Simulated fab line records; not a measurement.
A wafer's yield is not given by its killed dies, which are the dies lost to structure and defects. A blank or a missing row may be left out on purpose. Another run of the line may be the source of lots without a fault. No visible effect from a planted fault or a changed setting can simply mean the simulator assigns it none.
Struck lot and sound lot, side by side -- flow sky130 -- 15 steps out of a route of 708
Sound: these wafers, L440.1, L440.5, L440.6. Struck: wafer L435.6 (left out: L435.4, L435.5 of the same lot, which were not struck); the cause appears at the end.
For every step that has rows: the tool of each side, followed by ch and its chambers, followed by its first start. Under that, the readings that differ: sound wafers -- struck wafers -- difference of the means -- sigmas: that difference in standard deviations of wafers without a fault.
alike: readings with means less than 2 such deviations apart, plus words and numbers identical on both sides. not compared: withheld readings, readings lacking a value on some wafer, bounds such as >300 that could conceal the same value, and numbers that have no deviation in the record and whose values overlap.
Wherever a step has rows on one side only, a row that says differs or no value, or a row with sigmas, the two part there. Non-overlapping numbers with no deviation appear without sigmas and do not part them. A reading missing from all wafers of one side parts the sides only when that side holds two or more wafers.

first, 1 step without rows for these wafers: SKY_VT_ADJUST_HVTR_IMPLANT_09.
SKY_VT_ADJUST_HVTR_STRIP_10: strips in O2/N2.
  sound on plasma_asher-03 ch 0,1, day 13 21:08; struck on plasma_asher-01 ch 1, day 12 02:32
reading,sound,struck,difference,sigmas
strip_time_to_endpoint_s (s),14.29 14.23 14.27,14.17,-0.09,-2
  alike: drypump_motor_current_A, oes_product_au
  not compared: rf_hours_counter_h
SKY_VT_ADJUST_HVTR_TW_MEAS_11:
  sound on film_metro-04 at day 13 21:14; struck on film_metro-04 at day 12 02:38
reading,sound,struck,difference,sigmas
VT_ADJUST_HVTR_TW,209.7 210.1 210.3,212.8,+2.8,+2
then, 7 steps without rows for these wafers: SKY_VT_ADJUST_PCH_DEHYDRATE_00 (time 60 s); SKY_VT_ADJUST_PCH_HMDS_01 (prime time 60 s); SKY_VT_ADJUST_PCH_COAT_02 (resist thk 3000 nm); SKY_VT_ADJUST_PCH_SOFTBAKE_03; SKY_VT_ADJUST_PCH_EXPOSE_04 (exposes mask NWM, target cd 840 nm); SKY_VT_ADJUST_PCH_PEB_05; SKY_VT_ADJUST_PCH_DEVELOP_06 (develop time 60 s).
SKY_VT_ADJUST_PCH_OVL_MEAS_07:
  sound on overlay-01 at day 14 23:58; struck on overlay-02 at day 13 02:28
reading,sound,struck,difference,sigmas
VT_ADJUST_PCH_OVL (nm),0.6 -0.5 2.2,-2.1,-2.9,-2
then, 1 step without rows for these wafers: SKY_VT_ADJUST_PCH_IMPLANT_08.
SKY_VT_ADJUST_PCH_STRIP_09: strips in O2/N2.
  sound on plasma_asher-02 ch 0,1, day 15 00:10; struck on plasma_asher-01 ch 1, day 13 02:40
reading,sound,struck,difference,sigmas
oes_product_au (a.u.),0.728 0.719 0.721,0.784,+0.061,+12
strip_time_to_endpoint_s (s),36.89 36.98 37.05,33.67,-3.30,-30
  alike: drypump_motor_current_A
  not compared: rf_hours_counter_h
SKY_VT_ADJUST_PCH_TW_MEAS_10:
  sound on film_metro-02 at day 15 00:16; struck on film_metro-03 at day 13 02:46
  alike: VT_ADJUST_PCH_TW
-- record jumps: 35 days separate the struck wafers' starts on either side; left off in module VT_ADJUST_PCH, taken up again in module PAD_OPEN, whose first shown step is the route's number 708 --
SKY_PAD_OPEN_PROBE_99:
  sound on prober-02 at day 50 11:23; struck on prober-01 at day 47 15:00
reading,sound,struck,difference,sigmas
killed_at_front_end,20 24 29,11,-13,-3
killed_short,44 36 44,30,-11,-2
  alike: killed_at_M0_to_M3, killed_at_M4_up, killed_at_contacts, killed_at_other, killed_dies, killed_open

## WHERE THEY PART
Earliest at SKY_VT_ADJUST_HVTR_STRIP_10; latest, in this record, at SKY_PAD_OPEN_PROBE_99.

WHY: the cause the simulator had injected
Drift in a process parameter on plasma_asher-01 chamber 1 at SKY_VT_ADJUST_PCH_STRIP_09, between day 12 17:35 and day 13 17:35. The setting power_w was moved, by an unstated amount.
